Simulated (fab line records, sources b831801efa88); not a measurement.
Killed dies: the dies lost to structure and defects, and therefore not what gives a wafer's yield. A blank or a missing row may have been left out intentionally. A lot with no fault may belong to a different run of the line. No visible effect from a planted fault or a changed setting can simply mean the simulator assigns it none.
Comparing a struck lot with a sound one + flow sky130 + 16 steps out of a route of 708
Sound: wafers L865.3, L865.4, L865.5. Wafers L873.1, L873.2, L873.6 were the ones struck. Last of all comes the cause.
At each step with rows: each side's tool, then ch and its chambers, then its first start. Under that, the readings that differ: sound wafers + struck wafers + difference of the means + sigmas: that difference in standard deviations of wafers without a fault.
alike: readings with means less than 2 such deviations apart, plus words and numbers identical on both sides. not compared: withheld readings, readings lacking a value on some wafer, bounds such as >300 that could conceal the same value, and numbers that have no deviation in the record and whose values overlap.
The two part at a step that has a row with sigmas, a row that says differs or no value, or rows on one side only. Numbers that have no deviation but don't overlap get no sigmas and don't part them. Lack of a reading on every wafer of one side parts them only where that side has two or more wafers.

first, 1 step without rows for these wafers: SKY_LDD_N_IMPLANT_15.
SKY_LDD_N_STRIP_16: strips in O2/N2.
  sound on plasmaAsher-04 ch 0,1, day 19 22:45; struck on plasmaAsher-03 ch 0,1, day 22 21:53
  alike: drypumpMotorCurrentA, oesProductAu, stripTimeToEndpointS
  not compared: rfHoursCounterH
SKY_LDD_N_TW_MEAS_17:
  sound: filmMetro-01 at day 19 22:50; struck: filmMetro-04 at day 22 21:59
| reading  | sound          | struck         | difference | sigmas |
|----------|----------------|----------------|------------|--------|
| LDD_N_TW | 2561 2556 2559 | 2654 2654 2637 | +90        | +2     |
then, 7 steps without rows for these wafers: SKY_LDD_P_DEHYDRATE_00 (time 60 s); SKY_LDD_P_HMDS_01 (prime time 60 s); SKY_LDD_P_COAT_02 (resist thk 1140 nm); SKY_LDD_P_SOFTBAKE_03 (time 60 s); SKY_LDD_P_EXPOSE_04 (exposes mask PSDM, target cd 380 nm); SKY_LDD_P_PEB_05; SKY_LDD_P_DEVELOP_06 (develop time 60 s).
SKY_LDD_P_CD_MEAS_07 targets a cd of 380 nm.
  sound: cdSem-02 at day 21 05:15; struck: cdSem-02 at day 24 03:49
  alike: cdNm
SKY_LDD_P_OVL_MEAS_08:
  sound: overlay-02 at day 21 05:20; struck: overlay-01 at day 24 03:56
  alike: LDD_P_OVL
SKY_LDD_P_IMPLANT_09:
  sound on implanter-02 ch 0, day 21 05:25; struck on implanter-04 ch 0, day 24 03:58
| reading                  | sound             | struck            | difference | sigmas |
|--------------------------|-------------------|-------------------|------------|--------|
| implantIonAmu            | 49 49 49          | 75 75 75          | +26        |        |
| model.implant.drpNm (nm) | 11.41 11.41 11.41 | 8.431 8.431 8.431 | -2.979     |        |
| model.implant.rpNm (nm)  | 20.93 20.93 20.93 | 18.01 18.01 18.01 | -2.92      |        |
SKY_LDD_P_STRIP_10: strips in O2/N2.
  sound on plasmaAsher-02 ch 0,1, day 21 05:33; struck on plasmaAsher-01 ch 0,1, day 24 04:07
  alike: drypumpMotorCurrentA, oesProductAu, stripTimeToEndpointS
  not compared: rfHoursCounterH
SKY_LDD_P_TW_MEAS_11:
  sound: filmMetro-01 at day 21 05:38; struck: filmMetro-04 at day 24 04:13
| reading  | sound       | struck         | difference | sigmas |
|----------|-------------|----------------|------------|--------|
| LDD_P_TW | 629 628 627 | 1072 1083 1066 | +446       | +45    |
then, 1 step without rows for these wafers: SKY_LDD_HVN_DEHYDRATE_00 (time 60 s).

== WHERE THEY PART ==
Earliest at SKY_LDD_N_TW_MEAS_17; latest, in this record, at SKY_LDD_P_TW_MEAS_11.

WHY: the cause the simulator had injected
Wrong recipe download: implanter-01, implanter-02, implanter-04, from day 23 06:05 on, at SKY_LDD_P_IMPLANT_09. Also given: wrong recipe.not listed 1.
